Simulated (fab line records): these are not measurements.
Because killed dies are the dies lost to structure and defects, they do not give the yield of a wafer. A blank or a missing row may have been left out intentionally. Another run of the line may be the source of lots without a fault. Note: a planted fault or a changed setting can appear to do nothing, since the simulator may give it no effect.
Problem report in the 8D (eight disciplines) form, filled by code :: flow gf180mcu :: the parts of the form that need people (team, actions taken, sign-off) are left out

1. THE PROBLEM
Mean MIM_ALCU_RS at GF_MIM_RS_MEAS_10: 0.1498 ohm/sq over 6 wafers in 2 lots; fault-free wafers: 0.1596 ohm/sq, standard deviation 0.0017. Measured from the usual mean, that is -5.8 standard deviations.
The step: measures by four-point-probe.
The first sign was on wafer L291.2 at day 29 23:38, on filmMetro-04. The record has a number at this step for 27 wafers belonging to 9 lots. Rule for "out", or "out of limits": more than 4 standard deviations from the usual mean. The other wafers with a number count as sound.

2. WHAT IT IS AND WHAT IT IS NOT
question: which readings at this step
is: MIM_ALCU_RS
is not: -

question: which lots
is: L291, L293
is not: L275, L283, L284, L286, L292, L294, L298

question: which wafers of those lots
is: all that have a number
is not: -

question: read on which gauges
is: filmMetro-02, filmMetro-04
is not: filmMetro-01

question: when
is: from day 29 23:38
is not: up to then (12 sound wafers); but 9 sound wafers of L292, L294, L298 came after

3. SUSPECTS, AND WHAT RULES EACH OUT
Counting: a tool at a process step up to the reading stays a suspect if it ran every lot that is out and no sound lot after the first of them.
- the gauge at GF_MIM_RS_MEAS_10 has been ruled out. The wafers that are out were read on 2 gauges (filmMetro-02, filmMetro-04).
- pvdSputter-02 at GF_MIM_SPUTTER_08 (material AlCu, target thk 200 nm, time 10.6 s): kept. All lots that are out passed through it, beginning with L291 at day 29 23:31, and no sound lot followed; its final sound lot before that point was L284 at day 27 16:22. Its own cathodeDcPowerW readings are out on those wafers.
Remaining after the count: pvdSputter-02 at GF_MIM_SPUTTER_08.

4. THE CAUSE (what the simulator had put in)
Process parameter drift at GF_MIM_SPUTTER_08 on pvdSputter-02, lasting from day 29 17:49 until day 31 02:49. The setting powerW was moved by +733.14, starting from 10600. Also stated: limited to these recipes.
The count eliminated every tool but this one.

5. THE CHAIN OF EFFECTS, in route order
One row per reading whose mean, taken over the struck wafers that have a number, lies over 3 standard deviations from the usual. Readings are gone through only where the record gives a usual standard deviation; hours: the median, over the lots, of the time from a lot's start at the first step in this table giving one to that lot's start at this step; sigmas: the change measured in usual standard deviations.
hours: 0
step: GF_MIM_SPUTTER_08
reading: cathodeDcPowerW
usual: 10600 W
on struck wafers: 11332
change: +732
sigmas: +99 or more

hours: 0
step: GF_MIM_RS_MEAS_10
reading: MIM_ALCU_RS
usual: 0.1596 ohm/sq
on struck wafers: 0.1498
change: -0.0098
sigmas: -5.8

hours: 0
step: GF_MIM_THK_MEAS_11
reading: MIM_ALCU_THK
usual: 202.2 nm
on struck wafers: 214.8
change: +12.6
sigmas: +5.5

hours: 18
step: GF_MIM_METAL_ETCH_19
reading: oesProductAu
usual: 0.943 a.u.
on struck wafers: 0.967
change: +0.024
sigmas: +3.6
Its process steps:
- GF_MIM_SPUTTER_08: material AlCu, target thk 200 nm, time 10.6 s.
- GF_MIM_METAL_ETCH_19: etches the open film in Cl2/BCl3, stops on Si3N4, target depth 324.5 nm, time 54.1 s.

6. WHAT WOULD HAVE CAUGHT IT SOONER
Counted from the fault's start at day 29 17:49, it took 6 hours until the first out-of-limits reading at a measuring or inspecting step in this record, taken at day 29 23:38.
Tool's own readings at GF_MIM_SPUTTER_08, cathodeDcPowerW: out on all struck wafers the step has rows for; an alarm limit on them would have tripped on the first.
Of the lots that are out (2), L293 began GF_MIM_SPUTTER_08 on pvdSputter-02 after day 29 23:38. Holding the tool at that time would have saved it.
